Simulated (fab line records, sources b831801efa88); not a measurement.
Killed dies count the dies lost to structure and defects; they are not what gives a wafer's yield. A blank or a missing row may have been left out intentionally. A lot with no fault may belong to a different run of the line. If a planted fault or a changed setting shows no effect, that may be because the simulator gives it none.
A struck lot beside a sound one || flow gf180mcu || 15 out of 602 route steps
Sound: these wafers, L963.1, L963.2, L963.5. Wafers L961.1, L961.4, L961.6 were the ones struck. The cause comes at the end.
At each step with rows: each side's tool, then ch and its chambers, then its first start. Under that, the readings that differ: sound wafers || struck wafers || difference of the means || sigmas: that difference in standard deviations of wafers without a fault.
alike: readings whose means differ by less than 2 such deviations, and words and numbers that are the same on both sides. not compared: withheld readings, readings that some wafer has no value for, bounds like >300 that may hide the same value, and numbers for which the record gives no deviation and whose values overlap.
A row with sigmas, a row that says differs or no value, or rows on one side alone: a step with any of these is where the two part. Numbers that have no deviation but don't overlap get no sigmas and don't part them. A reading missing from all wafers of one side parts the sides only when that side holds two or more wafers.

GF_M3_SPUTTER_04: material TiN, target thk 50 nm, time 41.7 s.
  sound on pvd-sputter-03, day 25 18:13; struck on pvd-sputter-02, day 25 04:43
  alike: cathode-dc-power-W, throttle-valve-pct
GF_M3_RS_MEAS_05: measures by four-point-probe.
  sound on film-metro-03, day 25 18:15; struck on film-metro-04, day 25 04:46
  alike: M3_ALCU_RS
GF_M3_THK_MEAS_06: measures by xrf.
  sound on film-metro-03, day 25 18:22; struck on film-metro-04, day 25 04:53
  alike: M3_ALCU_THK
then, 7 steps without rows for these wafers: GF_M3_DEHYDRATE_07 (time 60 s); GF_M3_HMDS_08 (prime time 60 s); GF_M3_COAT_09 (resist thk 1000 nm); GF_M3_SOFTBAKE_10 (time 60 s); GF_M3_EXPOSE_11 (exposes mask Metal3, target cd 280 nm); GF_M3_PEB_12 (peb time 90 s); GF_M3_DEVELOP_13 (develop time 60 s).
GF_M3_CD_MEAS_14: the cd target is 280 nm.
  sound on cd-sem-02, day 26 15:04; struck on cd-sem-01, day 26 02:20
  alike: cd-nm
GF_M3_OVL_MEAS_15:
  sound on overlay-02, day 26 15:11; struck on overlay-01, day 26 02:28
  alike: M3_OVL
GF_M3_METAL_ETCH_16: etches the open film in Cl2/BCl3, stops on SiO2, target depth 627.5 nm, time 104.6 s.
  sound on rie-metal-04 ch 0,1, day 26 15:14; struck on rie-metal-04 ch 1, day 26 02:29
  no value came back on the struck wafers for any of 5 readings (bcl3-flow-sccm (sccm), bias-w (W) and others); on the sound wafers bcl3-flow-sccm (sccm) reads 40.08 40.11 40.16
{"reading": "model.KrF_of_M3_COAT_09.thk-nm (nm)", "sound": "736 739.9 737.2", "struck": "987.4 990.9 986.6", "difference": "+250.6", "sigmas": ""}
  not compared: rf-hours-counter-h
GF_M3_STRIP_17: strips in O2/N2.
  sound on plasma-asher-01 ch 0,1, day 26 15:20; struck on plasma-asher-02 ch 0,1, day 26 02:37
{"reading": "oes-product-au (a.u.)", "sound": "0.555 0.567 0.559", "struck": "0.656 0.657 0.666", "difference": "+0.099", "sigmas": "+21"}
{"reading": "strip-time-to-endpoint-s (s)", "sound": "7.87 7.92 7.89", "struck": "10.24 10.26 10.22", "difference": "+2.35", "sigmas": "+55"}
  alike: drypump-motor-current-A, heater-power-w
  not compared: rf-hours-counter-h
then, 1 step without rows for these wafers: GF_M3_STRIP_18 (strips in post etch residue remover, time 1200 s).

WHERE THEY PART
At GF_M3_METAL_ETCH_16 first; at GF_M3_STRIP_17 last (within this record only).

WHY: whatever the simulator had introduced
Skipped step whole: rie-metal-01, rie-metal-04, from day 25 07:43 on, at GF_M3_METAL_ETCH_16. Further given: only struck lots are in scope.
